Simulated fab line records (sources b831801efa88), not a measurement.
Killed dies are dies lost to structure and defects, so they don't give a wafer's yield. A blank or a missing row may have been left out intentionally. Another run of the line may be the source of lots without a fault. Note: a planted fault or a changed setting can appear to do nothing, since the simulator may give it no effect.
Chamber matching / flow sfq line / SFQ_TRILAYER_I0_DEP_PECVD_027 on pecvd-01: 3 sister chambers
The step deposits SiO2 from SiH4/N2O, time 111.11 s, target thk 500 nm. 6 wafers are shown with their chamber, then 10 later ones without.

## WAFERS, EACH WITH ITS CHAMBER
wafer=L907.3; chamber=2; heater power w (W)=97; throttle valve pct (%)=26.2
wafer=L912.4; chamber=2; heater power w (W)=104; throttle valve pct (%)=26.1
wafer=L916.5; chamber=1; heater power w (W)=73; throttle valve pct (%)=27.1
wafer=L916.6; chamber=0; heater power w (W)=80; throttle valve pct (%)=26.4
wafer=L918.1; chamber=0; heater power w (W)=77; throttle valve pct (%)=26.5
wafer=L918.4; chamber=1; heater power w (W)=72; throttle valve pct (%)=27.1

## WAFERS MISSING THEIR CHAMBER
wafer=L918.6; heater power w (W)=80; throttle valve pct (%)=26.6
wafer=L920.3; heater power w (W)=79; throttle valve pct (%)=26.7
wafer=L920.4; heater power w (W)=72; throttle valve pct (%)=27.2
wafer=L920.6; heater power w (W)=75; throttle valve pct (%)=27.0
wafer=L922.2; heater power w (W)=71; throttle valve pct (%)=26.9
wafer=L922.3; heater power w (W)=73; throttle valve pct (%)=27.0
wafer=L922.5; heater power w (W)=79; throttle valve pct (%)=26.6
wafer=L924.1; heater power w (W)=104; throttle valve pct (%)=26.3
wafer=L924.2; heater power w (W)=65; throttle valve pct (%)=26.7
wafer=L924.6; heater power w (W)=69; throttle valve pct (%)=26.6

## THE CHAMBER EACH PASSED THROUGH
wafer=L918.6; from the rows above=0; in truth=0
wafer=L920.3; from the rows above=0; in truth=0
wafer=L920.4; from the rows above=1; in truth=1
wafer=L920.6; from the rows above=1; in truth=1
wafer=L922.2; from the rows above=1; in truth=1
wafer=L922.3; from the rows above=1; in truth=1
wafer=L922.5; from the rows above=0; in truth=0
wafer=L924.1; from the rows above=2; in truth=2
wafer=L924.2; from the rows above=can't be placed: 0 or 1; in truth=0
wafer=L924.6; from the rows above=0; in truth=0
Placed correctly: 9 of 10. Can't be placed from these rows: 1 (the true chamber is among the candidates in 1). Wrongly placed: 0.
How it was worked out, from the rows above alone: a wafer's distance from a chamber is the root of the sum, over the readings, of the square of ((its reading less the chamber's mean) divided by the reading's scatter). If the next closest chamber is less than 2 further off than the closest, the wafer can't be placed; otherwise it belongs to the closest. The mean given for a chamber averages the wafers shown for that chamber. How the scatter is found: for the shown wafers, subtract from each reading the mean of its chamber, square and add these, divide the total by (wafers less chambers), then take the root.
